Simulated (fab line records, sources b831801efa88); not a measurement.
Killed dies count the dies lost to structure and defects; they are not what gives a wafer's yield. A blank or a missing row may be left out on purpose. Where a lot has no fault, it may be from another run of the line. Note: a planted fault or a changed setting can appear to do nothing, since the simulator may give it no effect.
Which tool is to blame? -- flow gf180mcu -- Sampling: 13 lots, 39 wafers, 4 of 602 route steps

== WHAT THE GAUGES SHOWED, per wafer ==
GF_PASSIVATION_THK_MEAS_01. Usual: PASSIVATION_CVD_00_THK gives 1001 nm (standard deviation 12).
lot,measured,on,PASSIVATION_CVD_00_THK (nm),flag
L449,day 28 01:28,film metro-02,991 1007 1000,
L450,day 28 12:41,film metro-02,1013 1004 1007,
L451,day 28 18:31,film metro-04,990 986 1001,
L452,day 29 02:32,film metro-02,996 994 999,
L453,day 29 12:55,film metro-02,1005 995 1024,
L455,day 29 21:59,film metro-04,986 1010 1016,
L456,day 30 04:05,film metro-01,1007 1018 1016,
L457,day 30 20:10,film metro-04,983 982 989,
L463,day 32 07:04,film metro-04,985 989 998,
L467,day 33 03:15,film metro-04,1008 1023 1003,
L469,day 33 16:46,film metro-01,993 995 1007,
L471,day 34 01:31,film metro-04,979 991 1001,
L472,day 34 07:23,film metro-04,984 991 993,

== EACH LOT AND THE TOOL THAT RAN IT (in order: tool; ch and the chambers of the sampled wafers; start) ==
lot,GF_STI_ETCH_14,GF_TOP_METAL_SPUTTER_04,GF_PASSIVATION_CVD_00
L449,"rie si-02 ch 0,2,3, day 2 03:07","pvd sputter-02, day 27 04:38","pecvd-04 ch 1,2, day 28 01:23"
L450,"rie si-01 ch 0,3, day 2 08:34","pvd sputter-04, day 27 15:40","pecvd-04 ch 1,2, day 28 12:35"
L451,"rie si-01 ch 0,2,3, day 2 13:40","pvd sputter-02, day 27 22:23","pecvd-04 ch 1,2, day 28 18:23"
L452,"rie si-01 ch 0,2,3, day 2 17:22","pvd sputter-02, day 28 06:56","pecvd-02 ch 0,1,2, day 29 02:27"
L453,"rie si-02 ch 0,3, day 2 21:49","pvd sputter-04, day 28 16:57","pecvd-04 ch 0,1,2, day 29 12:50"
L455,"rie si-01 ch 1,2, day 3 07:25","pvd sputter-01, day 29 02:38","pecvd-04 ch 0,1,2, day 29 21:53"
L456,"rie si-02 ch 1,2,3, day 3 13:31","pvd sputter-02, day 29 08:49","pecvd-02 ch 1,2, day 30 04:01"
L457,"rie si-01 ch 0,1,3, day 3 20:43","pvd sputter-01, day 30 01:10","pecvd-02 ch 0,1,2, day 30 20:05"
L463,"rie si-02 ch 0,3, day 5 01:55","pvd sputter-01, day 31 12:14","pecvd-01 ch 1,2, day 32 06:59"
L467,"rie si-02 ch 0,1,3, day 5 21:46","pvd sputter-01, day 32 10:08","pecvd-04 ch 0,2, day 33 03:10"
L469,"rie si-02 ch 0,1,3, day 6 08:01","pvd sputter-01, day 33 00:29","pecvd-04 ch 0,1,2, day 33 16:41"
L471,"rie si-01 ch 0,1,3, day 6 18:22","pvd sputter-04, day 33 09:29","pecvd-04 ch 1,2, day 34 01:26"
L472,"rie si-02 ch 0,3, day 6 23:31","pvd sputter-04, day 33 15:29","pecvd-01 ch 0,2, day 34 07:17"
- GF_STI_ETCH_14: etches Si in HBr/Cl2/O2, target depth 360 nm, time 102.9 s.
- GF_TOP_METAL_SPUTTER_04: material TiN, target thk 25 nm, time 20.8 s.
- GF_PASSIVATION_CVD_00: deposits SiO2 from TEOS, target thk 1000 nm, time 111.95 s.

== AS READ BY THE TOOLS THEMSELVES (means over the sampled wafers that have a number; for cases with no such wafer, the mark the record gives instead) ==
GF_STI_ETCH_14. Usual: drypump motor current A 5.5 A, standard deviation 0.59; oes product au 1.001 a.u., standard deviation 0.0069; throttle valve pct 25.656 %, standard deviation 0.0091.
lot,tool,drypump motor current A (A),oes product au (a.u.),throttle valve pct (%),flag
L449,rie si-02,5.7,1.002,25.648,
L450,rie si-01,4.9,1.002,25.652,
L451,rie si-01,5.2,1.004,25.654,
L452,rie si-01,5.2,0.997,25.650,
L453,rie si-02,6.2,1.004,25.660,
L455,rie si-01,5.9,1.005,25.659,
L456,rie si-02,5.8,1.002,25.669,
L457,rie si-01,5.2,1.007,25.651,
L463,rie si-02,6.1,0.999,25.654,
L467,rie si-02,5.9,0.999,25.653,
L469,rie si-02,5.9,1.004,25.649,
L471,rie si-01,5.2,1.006,25.652,
L472,rie si-02,5.8,1.004,25.649,

GF_TOP_METAL_SPUTTER_04. Usual: chamber pressure pa 0.4001 Pa, standard deviation 0.00083; throttle valve pct 29.7 %, standard deviation 0.85.
lot,tool,chamber pressure pa (Pa),throttle valve pct (%),flag
L449,pvd sputter-02,0.4001,29.7,
L450,pvd sputter-04,0.4002,29.6,
L451,pvd sputter-02,0.4000,29.4,
L452,pvd sputter-02,0.3999,29.5,
L453,pvd sputter-04,0.4003,29.5,
L455,pvd sputter-01,0.4006,29.6,
L456,pvd sputter-02,0.4005,30.0,
L457,pvd sputter-01,0.4000,29.9,
L463,pvd sputter-01,0.3997,29.5,
L467,pvd sputter-01,0.3993,30.3,
L469,pvd sputter-01,0.4001,30.4,
L471,pvd sputter-04,0.4001,29.7,
L472,pvd sputter-04,0.4007,29.8,

GF_PASSIVATION_CVD_00. Usual: heater power w reads 685 W (standard deviation 93).
lot,tool,heater power w (W),flag
L449,pecvd-04,811,
L450,pecvd-04,728,
L451,pecvd-04,797,
L452,pecvd-02,642,
L453,pecvd-04,641,
L455,pecvd-04,720,
L456,pecvd-02,615,
L457,pecvd-02,663,
L463,pecvd-01,676,
L467,pecvd-04,733,
L469,pecvd-04,729,
L471,pecvd-04,839,
L472,pecvd-01,677,

== THE ANSWER, worked out from the rows above alone ==
Rule: a lot counts as off when the mean over its wafers that have a number is more than 3 standard deviations away from the usual mean. A lot without any number at a reading at which 4 lots or more have one is off too. Where the step has rows for the other lots, those lots are counted as sound. First the gauges in route order, then the tools' own readings, where a lot's mean is used as printed above. At the first step where some lot is off, the reading lying furthest off is the one used; lots without a number count as furthest.
None of the lots is off at any reading shown; this tells nothing.

== WHAT THE SIMULATOR HAD INSERTED ==
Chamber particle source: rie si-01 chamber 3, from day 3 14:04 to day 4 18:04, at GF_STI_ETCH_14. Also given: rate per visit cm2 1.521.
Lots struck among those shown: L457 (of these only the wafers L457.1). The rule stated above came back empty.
